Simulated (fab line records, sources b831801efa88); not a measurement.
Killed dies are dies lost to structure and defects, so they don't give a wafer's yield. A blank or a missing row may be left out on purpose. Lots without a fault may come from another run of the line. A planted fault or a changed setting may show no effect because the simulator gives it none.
A struck lot beside a sound one | flow sky130 | 22 steps out of a route of 708
Sound: wafers L217.1, L217.3, L217.5. Struck: wafer L222.6. (L222.1, L222.2 of the same lot were not struck and are left out.) The cause comes at the end.
At each step with rows: each side's tool, then ch and its chambers, then its first start. Under that, the readings that differ: sound wafers | struck wafers | difference of the means | sigmas: that difference in standard deviations of wafers without a fault.
alike: readings whose means differ by less than 2 such deviations, and words and numbers that are the same on both sides. not compared: withheld readings, readings that some wafer has no value for, bounds like >300 that may hide the same value, and numbers for which the record gives no deviation and whose values overlap.
The two part at a step that has a row with sigmas, a row that says differs or no value, or rows on one side only. Numbers that don't overlap but have no deviation are shown without sigmas and don't part them. A reading that every wafer of one side lacks parts them only if that side has two wafers or more.

first, 1 step without rows for these wafers: SKY_LOCAL_INTERCONNECT_CLEAN_18 (cleans in O3/DIW).
SKY_CONTACT_CVD_00: deposits Si3N4, target thk 75 nm.
  sound on pecvd-01 ch 0,1, day 30 07:52; struck on pecvd-01 ch 1, day 32 09:02
  alike: heater_power_w
SKY_CONTACT_THK_MEAS_01:
  sound on film_metro-03, day 30 07:53; struck on film_metro-01, day 32 09:04
  alike: CONTACT_CVD_00_THK
then, 1 step without rows for these wafers: SKY_CONTACT_HDPCVD_02 (deposits SiO2, target thk 565 nm, time 94.2 s).
SKY_CONTACT_THK_MEAS_03:
  sound on film_metro-01, day 30 08:01; struck on film_metro-01, day 32 09:12
  alike: CONTACT_HDPCVD_THK
SKY_CONTACT_CMP_04: polishes SiO2.
  sound on cmp-01 ch 0,1,3, day 30 08:11; struck on cmp-01 ch 0, day 32 09:22
  reading                      | sound             | struck | difference | sigmas
  retaining_ring_pressure_frac | 0.997 1.008 1.002 | 0.988  | -0.014     | -3
  alike: motor_current_A, time_to_endpoint_s
SKY_CONTACT_BOW_MEAS_05:
  sound on film_metro-03, day 30 08:23; struck on film_metro-01, day 32 09:34
  alike: CONTACT_BOW
then, 5 steps without rows for these wafers: SKY_CONTACT_DEHYDRATE_06 (time 60 s); SKY_CONTACT_HMDS_07 (prime time 60 s); SKY_CONTACT_COAT_08 (resist thk 60 nm); SKY_CONTACT_COAT_09 (resist thk 450 nm); SKY_CONTACT_SOFTBAKE_10 (time 90 s).
SKY_CONTACT_EXPOSE_11: exposes mask CTM1, target cd 170 nm.
  sound on krf_scanner-02 ch 0, day 30 21:40; struck on krf_scanner-02 ch 0, day 32 23:38
  alike: mask
then, 2 steps without rows for these wafers: SKY_CONTACT_PEB_12; SKY_CONTACT_DEVELOP_13 (develop time 60 s).
SKY_CONTACT_CD_MEAS_14: target cd 170 nm.
  sound on cd_sem-02, day 31 11:30; struck on cd_sem-02, day 33 12:21
  reading    | sound             | struck | difference | sigmas
  cd_nm (nm) | 170.5 170.5 168.0 | 126.7  | -43.0      | -27
SKY_CONTACT_OVL_MEAS_15:
  sound on overlay-01, day 31 11:37; struck on overlay-02, day 33 12:28
  reading          | sound    | struck | difference | sigmas
  CONTACT_OVL (nm) | -4 -7 -5 | 7      | +12        | +2
SKY_CONTACT_ETCH_16: etches BARC in N2/H2, stops on SiO2, time 45.9 s, target depth 60 nm.
  sound on rie_diel-03 ch 0,2,3, day 31 11:39; struck on rie_diel-04 ch 0, day 33 12:30
  reading                  | sound             | struck | difference | sigmas
  model.CONTACT.cd_nm (nm) | 169.8 170.2 168.2 | 126.4  | -43.0      |
  alike: drypump_motor_current_A, oes_product_au, throttle_valve_pct
  not compared: rf_hours_counter_h
SKY_CONTACT_ETCH_17: etches SiO2 in C4F8/O2/Ar, stops on Si3N4, target depth 340 nm.
  sound on rie_diel-03 ch 0,2,3, day 31 11:41; struck on rie_diel-04 ch 0, day 33 12:33
  alike: oes_product_au
SKY_CONTACT_ETCH_18: etches Si3N4 in CHF3/O2, stops on TiN, time 39 s, target depth 75 nm.
  sound on rie_diel-03 ch 0,2,3; struck on rie_diel-04 ch 0
  reading                  | sound             | struck | difference | sigmas
  model.CONTACT.cd_nm (nm) | 169.8 169.8 168.3 | 126.4  | -42.9      |
  alike: chf3_flow_sccm, drypump_motor_current_A, oes_product_au, throttle_valve_pct
  not compared: rf_hours_counter_h
SKY_CONTACT_STRIP_19: strips in O2/N2.
  sound on plasma_asher-02 ch 0,1, day 31 11:47; struck on plasma_asher-01 ch 1, day 33 12:38
  reading               | sound             | struck | difference | sigmas
  oes_product_au (a.u.) | 0.387 0.386 0.380 | 0.372  | -0.012     | -3
  alike: drypump_motor_current_A, strip_time_to_endpoint_s
  not compared: rf_hours_counter_h
-- the record jumps here: 14 days lie between the struck wafers' starts before and after (it left off in module CONTACT and takes up again in module PAD_OPEN, whose first step shown is number 708 of the route) --
SKY_PAD_OPEN_PROBE_99:
  sound on prober-01, day 45 16:37; struck on prober-02, day 47 05:58
  reading            | sound     | struck | difference | sigmas
  killed_at_M4_up    | 2 2 0     | 5      | +4         | +2
  killed_at_contacts | 20 28 33  | 425    | +398       | +78
  killed_dies        | 64 88 100 | 487    | +403       | +43
  killed_on_rim      | 10 19 27  | 96     | +77        | +18
  alike: killed_at_M0_to_M3, killed_at_front_end, killed_at_other, killed_open, killed_short

WHERE THEY PART
First at SKY_CONTACT_CMP_04; last, within this record, at SKY_PAD_OPEN_PROBE_99.

WHY: what the simulator had put in
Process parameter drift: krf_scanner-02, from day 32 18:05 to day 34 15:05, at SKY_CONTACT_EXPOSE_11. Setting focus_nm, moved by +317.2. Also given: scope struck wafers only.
